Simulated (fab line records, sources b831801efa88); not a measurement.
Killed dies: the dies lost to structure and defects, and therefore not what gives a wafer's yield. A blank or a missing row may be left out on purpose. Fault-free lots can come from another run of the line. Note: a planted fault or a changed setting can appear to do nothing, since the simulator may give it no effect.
fab line records	flow sky130
record: lots: 12	wafers: 36	lastDay: 50
route steps=708 shown VT_ADJUST_LVTN@105 LDD_LDN@302 LI_CONTACT@381
lots that met no fault: taken from a fault-free run of the same line
startH: the number of hours between the record's first day and the start of the first shown wafer of the lot	waitH: hours from the lot's prior step to this one	" as in the row above	L1.1+2: one row covering several wafers at once	- no value, or no start was given	* or withheld: withheld	< > ~ a bound
route shown NAME@n: names a module that has steps shown in the file, with the first one's number in the route	usual: mean/standard deviation taken from wafers without a fault	same: alike in all rows	chamber/n: place in a boat	sites: the reading at each site	_std_site: standard deviation of those values	_edge_site: mean of outer sites minus mean of inner sites	radiusMm: how far each site lies from the wafer's centre	mask NAME#n: copy n	behind: the tool/chamber that last shaped the wafer	hold: cause of the lot's hold/its duration in hours/its outcome	device: which transistor (n, p or np) failed to switch	end of line: tests of these same wafers at the route's end	where a step has no rows: the recipe by itself	killed: not the wafer's yield, but the dies lost to structure and defects at the first sort	map: a wafer's dies, marking killed ones x, the rest . and places with no die _
set.NAME: the setting that was run; set.NAME@STEP: the one run at that earlier step	model.NAME: the simulator's own value behind a step, which no gauge read
a sample of lots followed through the steps of the route, with each step as a table and each wafer as a row
services: from which hour (startH, from the record's first day; less than 0 if before it) a tool's chamber was out of use, for how many hours, and why
== steps ==
step: SKY_VT_ADJUST_LVTN_IMPLANT_08
recipe: species: B	energyKev: 30	doseCm2: 1.57e+12	tiltDeg: withheld
usual: doseIonsCm2: 1.57e+12/1.6e+09	faradayCurrentUA: 8.86/0.18
same: implantIonAmu: 11
lot.wafer	tool	chamber	startH	waitH	doseIonsCm2	faradayCurrentUA
L885.1	implanter-02	0	147.71	0.0	1.5691e+12	8.85
L885.3	"	0	"	"	1.5694e+12	8.92
L885.5	"	0	"	"	1.5675e+12	8.96
L887.2	implanter-04	0	157.84	0.0	1.5688e+12	8.90
L887.3	"	0	"	"	1.5707e+12	8.80
L887.4	"	0	"	"	1.5705e+12	8.95
L891.2	implanter-04	0	181.92	0.0	1.5694e+12	8.62
L891.4	"	0	"	"	1.5709e+12	8.79
L891.5	"	0	"	"	1.5727e+12	8.94
L895.1	implanter-01	0	215.70	0.0	1.5721e+12	8.63
L895.2	"	0	"	"	1.5696e+12	8.97
L895.6	"	0	"	"	1.5714e+12	8.48
L898.3	implanter-01	0	231.25	0.1	1.5699e+12	8.54
L898.4	"	0	"	"	1.569e+12	8.74
L898.6	"	0	"	"	1.5689e+12	9.03
L899.1	implanter-02	0	238.86	0.0	1.5703e+12	9.04
L899.3	"	0	"	"	1.5708e+12	8.80
L899.5	"	0	"	"	1.5662e+12	8.90
L901.1	implanter-04	0	245.71	0.0	1.568e+12	9.35
L901.2	"	0	"	"	1.5685e+12	8.85
L901.5	"	0	"	"	1.5644e+12	8.55
L904.1	implanter-02	0	263.56	0.0	2.4988e+12	13.58
L904.3	"	0	"	"	2.4974e+12	13.81
L904.6	"	0	"	"	2.4994e+12	13.79
L905.2	implanter-01	0	272.02	0.0	1.5715e+12	8.57
L905.4	"	0	"	"	1.5707e+12	8.87
L905.5	"	0	"	"	1.5687e+12	9.06
L906.3	implanter-02	0	278.96	0.1	2.4986e+12	14.83
L906.5	"	0	"	"	2.4986e+12	14.28
L906.6	"	0	"	"	2.4968e+12	13.99
L907.3	implanter-04	0	287.55	0.1	1.57e+12	8.98
L907.5	"	0	"	"	1.5698e+12	9.06
L907.6	"	0	"	"	1.5704e+12	8.86
L908.2	implanter-04	0	296.13	0.0	1.5701e+12	8.83
L908.4	"	0	"	"	1.569e+12	8.81
L908.6	"	0	"	"	1.5692e+12	8.80
step: SKY_VT_ADJUST_LVTN_TW_MEAS_10
usual: VT_ADJUST_LVTN_TW: 238.7/1.4
lot.wafer	tool	chamber	startH	waitH	VT_ADJUST_LVTN_TW
L885.1	filmMetro-02	-	147.96	0.1	239.4
L885.3	"	-	"	"	238.0
L885.5	"	-	"	"	239.4
L887.2	filmMetro-04	-	158.08	0.1	239.0
L887.3	"	-	"	"	237.7
L887.4	"	-	"	"	238.5
L891.2	filmMetro-03	-	182.16	0.1	240.7
L891.4	"	-	"	"	241.7
L891.5	"	-	"	"	240.8
L895.1	filmMetro-03	-	215.95	0.1	240.0
L895.2	"	-	"	"	240.4
L895.6	"	-	"	"	239.2
L898.3	filmMetro-03	-	231.47	0.1	239.7
L898.4	"	-	"	"	239.6
L898.6	"	-	"	"	238.3
L899.1	filmMetro-03	-	239.11	0.1	240.4
L899.3	"	-	"	"	241.1
L899.5	"	-	"	"	239.4
L901.1	filmMetro-02	-	245.96	0.1	238.7
L901.2	"	-	"	"	238.4
L901.5	"	-	"	"	238.9
L904.1	filmMetro-03	-	263.81	0.1	272.9
L904.3	"	-	"	"	272.4
L904.6	"	-	"	"	273.0
L905.2	filmMetro-02	-	272.26	0.1	238.4
L905.4	"	-	"	"	238.8
L905.5	"	-	"	"	240.1
L906.3	filmMetro-03	-	279.18	0.1	275.9
L906.5	"	-	"	"	276.0
L906.6	"	-	"	"	275.5
L907.3	filmMetro-04	-	287.77	0.1	236.8
L907.5	"	-	"	"	237.3
L907.6	"	-	"	"	236.4
L908.2	filmMetro-04	-	296.37	0.1	238.5
L908.4	"	-	"	"	238.6
L908.6	"	-	"	"	239.6
step: SKY_LDD_LDN_TW_MEAS_13
usual: LDD_LDN_TW: 1470/11
lot.wafer	tool	chamber	startH	waitH	LDD_LDN_TW
L887.2	filmMetro-02	-	560.88	0.1	1464
L887.3	"	-	"	"	1456
L887.4	"	-	"	"	1466
L885.1	filmMetro-02	-	562.61	0.1	1465
L885.3	"	-	"	"	1459
L885.5	"	-	"	"	1467
L891.2	filmMetro-02	-	583.41	0.1	1453
L891.4	"	-	"	"	1451
L891.5	"	-	"	"	1456
L895.1	filmMetro-03	-	637.87	0.1	1479
L895.2	"	-	"	"	1466
L895.6	"	-	"	"	1469
L898.3	filmMetro-01	-	643.37	0.1	1474
L898.4	"	-	"	"	1481
L898.6	"	-	"	"	1478
L901.1	filmMetro-03	-	659.66	0.1	1489
L901.2	"	-	"	"	1486
L901.5	"	-	"	"	1484
L899.1	filmMetro-01	-	661.32	0.1	1488
L899.3	"	-	"	"	1486
L899.5	"	-	"	"	1485
L904.1	filmMetro-02	-	676.71	0.1	1468
L904.3	"	-	"	"	1466
L904.6	"	-	"	"	1467
L906.3	filmMetro-02	-	705.18	0.1	1474
L906.5	"	-	"	"	1469
L906.6	"	-	"	"	1464
L905.2	filmMetro-03	-	705.20	0.1	1483
L905.4	"	-	"	"	1474
L905.5	"	-	"	"	1487
L907.3	filmMetro-02	-	706.73	0.1	1464
L907.5	"	-	"	"	1455
L907.6	"	-	"	"	1458
L908.2	filmMetro-02	-	713.87	0.1	1458
L908.4	"	-	"	"	1463
L908.6	"	-	"	"	1470
step: SKY_LI_CONTACT_SPUTTER_19
recipe: material: Ti	targetThkNm: 20	chamberPressurePa: 5	powerW: 2500	substrateTempC: 200	timeS: 106.37
usual: throttleValvePct: 29.9/1
lot.wafer	tool	chamber	startH	waitH	throttleValvePct
L887.2	pvdSputter-01	-	707.94	0.0	28.4
L887.3	"	-	"	"	29.4
L887.4	"	-	"	"	30.1
L885.1	pvdSputter-03	-	710.75	0.0	30.7
L885.3	"	-	"	"	31.2
L885.5	"	-	"	"	30.7
L891.2	pvdSputter-01	-	727.10	0.0	29.4
L891.4	"	-	"	"	28.6
L891.5	"	-	"	"	29.4
L895.1	pvdSputter-02	-	779.00	0.0	30.0
L895.2	"	-	"	"	29.0
L895.6	"	-	"	"	29.1
L898.3	pvdSputter-02	-	784.34	0.0	31.5
L898.4	"	-	"	"	30.0
L898.6	"	-	"	"	29.3
L901.1	pvdSputter-02	-	798.66	0.0	31.2
L901.2	"	-	"	"	29.8
L901.5	"	-	"	"	30.0
L899.1	pvdSputter-03	-	801.65	0.0	30.4
L899.3	"	-	"	"	31.2
L899.5	"	-	"	"	29.3
L904.1	pvdSputter-02	-	831.65	0.0	29.2
L904.3	"	-	"	"	29.7
L904.6	"	-	"	"	29.7
L906.3	pvdSputter-01	-	840.95	0.0	29.4
L906.5	"	-	"	"	29.0
L906.6	"	-	"	"	29.4
L907.3	pvdSputter-03	-	841.30	0.0	29.6
L907.5	"	-	"	"	28.2
L907.6	"	-	"	"	30.7
L905.2	pvdSputter-02	-	841.59	0.0	29.8
L905.4	"	-	"	"	29.0
L905.5	"	-	"	"	31.4
L908.2	pvdSputter-03	-	843.50	0.0	29.2
L908.4	"	-	"	"	30.6
L908.6	"	-	"	"	29.3
step: SKY_LI_CONTACT_CMP_24
recipe: stopOn: PSG	tOverpolishS: 20	downForcePsi: 3.5	platenRpm: 60	targetThkNm: 0	padVelocityMS: 0.94248
usual: motorCurrentA: 11.7/1	overpolishRunS: 20.001/0.0087	retainingRingPressureFrac: 1.000/0.0049	timeToEndpointS: 97/4.3
lot.wafer	tool	chamber	startH	waitH	motorCurrentA	overpolishRunS	retainingRingPressureFrac	timeToEndpointS
L887.2	cmp-02	0	708.38	0.0	13.3	20.001	1.004	95
L887.4	"	1	"	"	13.4	20.012	1.001	90
L887.3	"	2	"	"	11.0	20.005	0.999	98
L885.1	cmp-01	3	711.19	0.1	11.1	20.006	0.999	96
L885.3	"	0	"	"	11.1	20.012	0.997	102
L885.5	"	0	"	"	10.6	19.998	1.006	99
L891.2	cmp-02	3	727.70	0.2	11.5	19.996	1.005	95
L891.4	"	0	"	"	13.2	19.993	1.002	97
L891.5	"	2	"	"	10.5	19.993	0.995	95
L895.1	cmp-02	3	779.54	0.1	12.4	20.005	1.002	91
L895.2	"	0	"	"	12.6	20.006	0.996	96
L895.6	"	1	"	"	12.7	20.001	1.002	90
L898.3	cmp-01	2	784.78	0.0	12.7	20.008	0.995	101
L898.4	"	1	"	"	10.2	19.984	1.004	93
L898.6	"	2	"	"	12.8	20.000	0.999	102
L901.2	cmp-01	1	799.22	0.1	10.3	19.998	1.001	95
L901.1	"	3	"	"	10.8	20.002	0.989	103
L901.5	"	1	"	"	11.3	19.983	1.000	93
L899.3	cmp-01	1	802.09	0.0	10.8	19.990	0.997	94
L899.1	"	3	"	"	11.0	19.992	0.999	97
L899.5	"	2	"	"	12.7	20.011	0.996	98
L904.3	cmp-01	2	832.10	0.0	13.2	20.019	0.996	102
L904.1	"	3	"	"	10.7	19.994	0.998	99
L904.6	"	2	"	"	13.2	20.011	0.994	98
L906.3	cmp-02	3	841.44	0.1	12.0	19.991	0.997	99
L906.6	"	2	"	"	10.4	20.012	1.005	100
L906.5	"	3	"	"	11.5	20.013	1.003	96
L907.3	cmp-01	3	841.74	0.0	11.1	20.006	1.005	101
L907.5	"	3	"	"	10.8	20.006	1.011	95
L907.6	"	0	"	"	10.5	20.006	1.002	98
L905.2	cmp-02	2	842.10	0.1	10.4	19.995	1.000	99
L905.4	"	0	"	"	12.3	19.995	1.001	105
L905.5	"	1	"	"	12.6	20.004	0.999	94
L908.4	cmp-02	1	843.94	0.0	12.5	19.995	1.004	91
L908.2	"	2	"	"	10.6	20.004	0.999	99
L908.6	"	1	"	"	12.9	19.993	1.006	92
== services ==
tool	chamber	startH	hours	kind
cmp-01	-	130.78	0.9	repair
cmp-01	-	160.34	1.2	repair
cmp-01	-	190.23	1.0	repair
cmp-01	-	195.09	3.2	repair
cmp-02	-	216.16	2.1	repair
cmp-02	-	222.01	3.9	repair
cmp-01	-	232.00	4.0	pm
cmp-01	-	237.12	1.1	repair
cmp-01	-	258.77	1.0	repair
cmp-02	-	326.71	1.4	repair
cmp-01	-	368.50	6.1	pm
cmp-01	-	376.65	4.2	repair
cmp-01	-	395.19	1.1	repair
cmp-02	-	395.88	2.5	repair
cmp-02	-	406.64	4.0	pm
cmp-01	-	414.68	6.8	repair
cmp-02	-	431.42	6.0	pm
cmp-02	-	483.27	2.9	repair
cmp-02	-	494.52	0.6	repair
cmp-02	-	496.14	3.9	repair
cmp-02	-	503.81	3.5	repair
cmp-02	-	508.28	0.9	repair
cmp-01	-	523.64	4.4	pm
cmp-01	-	562.23	0.6	repair
== key ==
firstSign: step: SKY_VT_ADJUST_LVTN_IMPLANT_08	reading: doseIonsCm2	direction: up	sigmas: 99+	usual: *	struck: *
effect: step: SKY_VT_ADJUST_LVTN_IMPLANT_08	reading: faradayCurrentUA	direction: up	sigmas: 29	usual: 8.86	struck: 14.05
effect: step: SKY_VT_ADJUST_LVTN_TW_MEAS_10	reading: VT_ADJUST_LVTN_TW	direction: up	sigmas: 26	usual: 238.7	struck: 274.3
metAt SKY_VT_ADJUST_LVTN_IMPLANT_08
struckLots L904,L906
testerLeftOut L904,L906
notActingAt SKY_LDD_LDN_TW_MEAS_13,SKY_LI_CONTACT_SPUTTER_19,SKY_LI_CONTACT_CMP_24
onsetBetween 238.86 263.56
fault: kind: processParameterDrift	tool: implanter-02	chamber: -	onsetH: 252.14	steps: SKY_VT_ADJUST_LVTN_IMPLANT_08	channel: doseCm2	offset: *	shape: step	endH: 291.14	actsIn: *	stated: *
testerLeftOut: of these lots the tester's yield and bins aren't shown, on N5 and GAA mostly nor the transistor test; their killed dies are dies lost to structure and defects alone, not to doping, threshold or leakage, so they don't give the yield
